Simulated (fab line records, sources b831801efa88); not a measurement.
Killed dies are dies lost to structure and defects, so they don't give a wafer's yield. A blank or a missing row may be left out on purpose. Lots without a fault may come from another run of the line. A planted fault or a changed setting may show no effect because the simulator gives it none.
fab line records | flow gf180mcu
record lots=7 wafers=21 last_day=33
route steps=602 shown HV_LDD@192
lots that met no fault: from a run of the same line without faults
start_h: hours from the record's first day to the start of the lot's first wafer shown | wait_h: hours since the lot's step before | " the same as in the row above | L1.1+2: a row that stands for several wafers | - no value, or no start given | * or withheld: withheld | < > ~ a bound
route shown NAME@n: a module of which the file shows steps, and the number in the route of the first | usual: mean/standard deviation of fault-free wafers | same: alike in all rows | chamber/n: place in a boat | sites: the reading at each site | _std_site: their standard deviation | _edge_site: outer sites' mean less inner sites' | radius_mm: how far each site lies from the wafer's centre | mask NAME#n: copy n | behind: the tool/chamber that last shaped the wafer | hold: why the lot was held/for how many hours/how that ended | device: the transistor (n, p or np) that didn't switch | end of line: the same wafers' tests at the end of the route | a step without rows: its recipe alone | killed: dies lost to structure and defects at the first sort, not the wafer's yield | map: a wafer's dies, x killed, . not, _ none there
set.NAME: the setting as run; set.NAME@STEP: as run at that earlier step | model.NAME: the simulator's own value behind a step, which no gauge read
lots at some steps of the route; a table a step, a row a wafer
services: from which hour (start_h, from the record's first day; less than 0 if before it) a tool's chamber was out of use, for how many hours, and why
## steps
# step GF_HV_LDD_EXPOSE_16
# recipe mask_id=Pplus_LV_AREA target_cd_nm=400 na=0.6 source_shape=conventional sigma_outer=0.6 dose_mj=140
# step GF_HV_LDD_PEB_17
# recipe temp_c=withheld time_s=* resist=NOVOLAK
# step GF_HV_LDD_DEVELOP_18
# recipe develop_time_s=60 dev_temp_c=23
# step GF_HV_LDD_CD_MEAS_19
# recipe target_cd_nm=400
# usual cd_nm=400.1/2
# columns lot.wafer tool chamber start_h wait_h cd_nm
L839.1 cd_sem-01 - 250.62 0.1 404.7
L839.2 " - " " 399.1
L839.6 " - " " 398.1
L847.2 cd_sem-02 - 304.19 0.1 399.0
L847.4 " - " " 401.4
L847.5 " - " " 404.6
L846.1 cd_sem-01 - 304.92 0.1 399.0
L846.4 " - " " 400.7
L846.5 " - " " 399.6
L848.2 cd_sem-02 - 313.94 0.1 401.8
L848.3 " - " " 402.1
L848.4 " - " " 402.6
L854.2 cd_sem-02 - 350.19 0.1 399.3
L854.4 " - " " 398.5
L854.6 " - " " 398.3
L856.1 cd_sem-02 - 368.37 0.1 403.0
L856.2 " - " " 400.9
L856.4 " - " " 402.8
L858.3 cd_sem-02 - 381.90 0.1 400.2
L858.4 " - " " 401.1
L858.6 " - " " 400.2
# step GF_HV_LDD_OVL_MEAS_20
# usual HV_LDD_01_OVL=-1.5/1.5
# columns lot.wafer tool chamber start_h wait_h HV_LDD_01_OVL[nm]
L839.1 overlay-01 - 250.74 0.1 0.1
L839.2 " - " " -1.4
L839.6 " - " " 1.0
L847.2 overlay-02 - 304.30 0.1 0.0
L847.4 " - " " 1.5
L847.5 " - " " -0.7
L846.1 overlay-02 - 305.04 0.1 -0.6
L846.4 " - " " 0.4
L846.5 " - " " -0.3
L848.2 overlay-01 - 314.05 0.1 -5.0
L848.3 " - " " -4.6
L848.4 " - " " -3.1
L854.2 overlay-02 - 350.30 0.1 -1.0
L854.4 " - " " -3.0
L854.6 " - " " -1.2
L856.1 overlay-02 - 368.49 0.1 -0.3
L856.2 " - " " -2.2
L856.4 " - " " 0.4
L858.3 overlay-01 - 382.00 0.1 0.1
L858.4 " - " " -0.6
L858.6 " - " " -0.5
# step GF_HV_LDD_IMPLANT_21
# recipe species=BF2 energy_kev=25 dose_cm2=5e+13 tilt_deg=7
# step GF_HV_LDD_STRIP_22
# recipe chemistry=O2/N2 power_w=1400 pressure_mtorr=1500 platen_temp_c=250 o2_flow_sccm=3000 n2_flow_sccm=300 overash_fraction=0.5
# usual drypump_motor_current_A=5.6/0.35 heater_power_w=343/53 oes_product_au=0.717/0.0046 platen_temp_c=250.00/0.17 strip_time_to_endpoint_s=12.65/0.033
# columns lot.wafer tool chamber start_h wait_h drypump_motor_current_A heater_power_w oes_product_au platen_temp_c rf_hours_counter_h strip_time_to_endpoint_s
L839.1 plasma_asher-03 1 250.93 0.1 5.4 322 0.706 250.21 13 12.64
L839.2 " 0 " " 5.1 437 0.723 250.31 13 12.63
L839.6 " 0 " " 5.0 431 0.718 250.30 - 12.63
L847.2 plasma_asher-03 1 304.48 0.1 5.3 331 0.709 249.78 18 12.66
L847.4 " 1 " " 5.4 329 0.715 249.55 - 12.61
L847.5 " 1 " " 5.4 316 0.720 249.64 - 12.63
L846.1 plasma_asher-02 1 305.23 0.1 5.8 342 0.718 250.34 68 12.64
L846.4 " 0 " " 5.6 284 0.705 250.12 - 12.62
L846.5 " 1 " " 5.9 338 0.716 249.96 - 12.65
L848.2 plasma_asher-02 1 314.23 0.1 5.8 347 0.717 250.03 69 12.66
L848.3 " 1 " " 5.8 338 0.710 250.10 - 12.64
L848.4 " 0 " " 5.6 281 0.714 250.13 - 12.64
L854.2 plasma_asher-03 0 350.48 0.1 5.1 439 0.718 249.99 25 12.65
L854.4 " 0 " " 5.1 442 0.719 250.08 - 12.63
L854.6 " 1 " " 5.3 331 0.720 250.17 - 12.67
L856.1 plasma_asher-01 0 368.67 0.1 5.9 332 0.713 249.93 72 12.60
L856.2 " 1 " " 6.1 294 0.713 249.86 72 12.61
L856.4 " 1 " " 6.1 286 0.716 249.89 - 12.56
L858.3 plasma_asher-03 0 382.20 0.1 5.0 437 0.708 250.22 - 12.67
L858.4 " 1 " " 5.3 333 0.715 250.33 - 12.62
L858.6 " 1 " " 5.4 328 0.725 250.01 - 12.67
# step GF_HV_LDD_TW_MEAS_23
# usual HV_LDD_2_TW=1053/4.2
# columns lot.wafer tool chamber start_h wait_h HV_LDD_2_TW
L839.1 film_metro-01 - 251.03 0.1 1059
L839.2 " - " " 1060
L839.6 " - " " 1056
L847.2 film_metro-01 - 304.59 0.1 1061
L847.4 " - " " 1059
L847.5 " - " " 1052
L846.1 film_metro-04 - 305.33 0.1 1057
L846.4 " - " " 1064
L846.5 " - " " 1055
L848.2 film_metro-03 - 314.34 0.1 1052
L848.3 " - " " 1052
L848.4 " - " " 1053
L854.2 film_metro-04 - 350.59 0.1 1050
L854.4 " - " " 1055
L854.6 " - " " 1055
L856.1 film_metro-04 - 368.77 0.1 1053
L856.2 " - " " 1048
L856.4 " - " " 1050
L858.3 film_metro-04 - 382.29 0.1 1052
L858.4 " - " " 1054
L858.6 " - " " 1049
# step GF_HV_LDD_DEHYDRATE_24
# recipe temp_c=200 time_s=60
# step GF_HV_LDD_HMDS_25
# recipe prime_time_s=60 prime_temp_c=120
# step GF_HV_LDD_COAT_26
# recipe resist=NOVOLAK spin_rpm=3000 resist_thk_nm=1000
# step GF_HV_LDD_SOFTBAKE_27
# recipe temp_c=90 time_s=60 resist=NOVOLAK
# step GF_HV_LDD_EXPOSE_28
# recipe mask_id=Nplus_HV_AREA target_cd_nm=400 na=0.6 source_shape=conventional sigma_outer=0.6 dose_mj=140
# usual exposure_dose_mJ_cm2=139.99/0.15 focus_offset_nm=-0.1/0.5
# columns lot.wafer tool chamber start_h wait_h mask exposure_dose_mJ_cm2 focus_offset_nm model.HV_LDD.overlay_y_nm model.HV_LDD.overlay_x_nm
L839.1 iline_stepper-01 0 260.12 - Nplus_HV_AREA#0 140.01 -0.1 -0.184 -0.6909
L839.2 " 0 " " Nplus_HV_AREA#0 140.04 -0.4 -0.184 -0.6909
L839.6 " 0 " " Nplus_HV_AREA#0 140.17 -0.4 -0.184 -0.6909
L847.2 iline_stepper-01 - 314.84 - Nplus_HV_AREA#0 - - -0.0284 0.5035
L847.4 " - " " Nplus_HV_AREA#0 - - -0.0284 0.5035
L847.5 " - " " Nplus_HV_AREA#0 - - -0.0284 0.5035
L846.1 iline_stepper-01 - 315.42 - Nplus_HV_AREA#0 - - 0.2705 1.576
L846.4 " - " " Nplus_HV_AREA#0 - - 0.2705 1.576
L846.5 " - " " Nplus_HV_AREA#0 - - 0.2705 1.576
L848.2 iline_stepper-02 - 325.16 - Nplus_HV_AREA#0 - - 0.6625 -1.001
L848.3 " - " " Nplus_HV_AREA#0 - - 0.6625 -1.001
L848.4 " - " " Nplus_HV_AREA#0 - - 0.6625 -1.001
L854.2 iline_stepper-02 0 361.20 - Nplus_HV_AREA#0 140.12 0.1 0.5887 -0.5496
L854.4 " 0 " " Nplus_HV_AREA#0 140.12 0.3 0.5887 -0.5496
L854.6 " 0 " " Nplus_HV_AREA#0 140.03 -0.7 0.5887 -0.5496
L856.1 iline_stepper-02 0 380.22 - Nplus_HV_AREA#0 140.11 0.7 0.7443 0.2402
L856.2 " 0 " " Nplus_HV_AREA#0 140.18 0.7 0.7443 0.2402
L856.4 " 0 " " Nplus_HV_AREA#0 140.10 0.3 0.7443 0.2402
L858.3 iline_stepper-02 0 393.75 - Nplus_HV_AREA#0 140.03 0.3 0.318 -0.1021
L858.4 " 0 " " Nplus_HV_AREA#0 140.07 -0.8 0.318 -0.1021
L858.6 " 0 " " Nplus_HV_AREA#0 140.13 -0.1 0.318 -0.1021
# step GF_HV_LDD_PEB_29
# recipe temp_c=withheld time_s=* resist=NOVOLAK
## services
# columns tool chamber start_h hours kind
plasma_asher-02 - 239.30 5.8 repair
iline_stepper-01 - 268.85 1.7 pm
plasma_asher-01 - 294.66 1.0 repair
plasma_asher-01 - 302.50 28.1 pm
iline_stepper-01 0 330.89 - calibration
iline_stepper-01 - 355.33 28.9 pm
plasma_asher-03 - 357.01 4.4 repair
plasma_asher-01 - 364.35 3.7 repair
iline_stepper-02 0 373.90 - calibration
iline_stepper-01 - 384.22 2.1 pm
iline_stepper-01 - 386.30 - consumable_replace:lamp
iline_stepper-02 - 386.30 2.1 pm
iline_stepper-02 - 388.39 - consumable_replace:lamp
iline_stepper-02 - 388.39 1.7 pm
## key
first_sign step=GF_HV_LDD_EXPOSE_28 reading=tool_record direction=missing
effect none on later readings
model_effect step=GF_HV_LDD_EXPOSE_28 value=HV_LDD.overlay_y_nm without=-0.4265 struck=0.3015
met_at GF_HV_LDD_EXPOSE_28
struck_wafers L846.1,L846.4,L846.5,L847.2,L847.4,L847.5,L848.2,L848.3,L848.4
later_rows_left_out L846.1,L846.4,L846.5,L847.2,L847.4,L847.5,L848.2,L848.3,L848.4
sort_left_out L846.1,L846.4,L846.5,L847.2,L847.4,L847.5,L848.2,L848.3,L848.4
tester_left_out L846,L847,L848
onset_between 260.12 314.84
fault kind=skipped_step_whole tool=iline_stepper-01,iline_stepper-02 chamber=- onset_h=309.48 steps=GF_HV_LDD_EXPOSE_28 scope=struck_lots_only
# tester_left_out: of these lots the tester's yield and bins aren't shown, on N5 and GAA mostly nor the transistor test; their killed dies are dies lost to structure and defects alone, not to doping, threshold or leakage, so they don't give the yield
# sort_left_out: the simulated sort isn't trusted on such a fault, so these wafers' sort isn't shown, and their yield isn't known
# later_rows_left_out: the simulator's readings of these wafers behind a module that went badly wrong aren't trusted and aren't shown, but for the sort
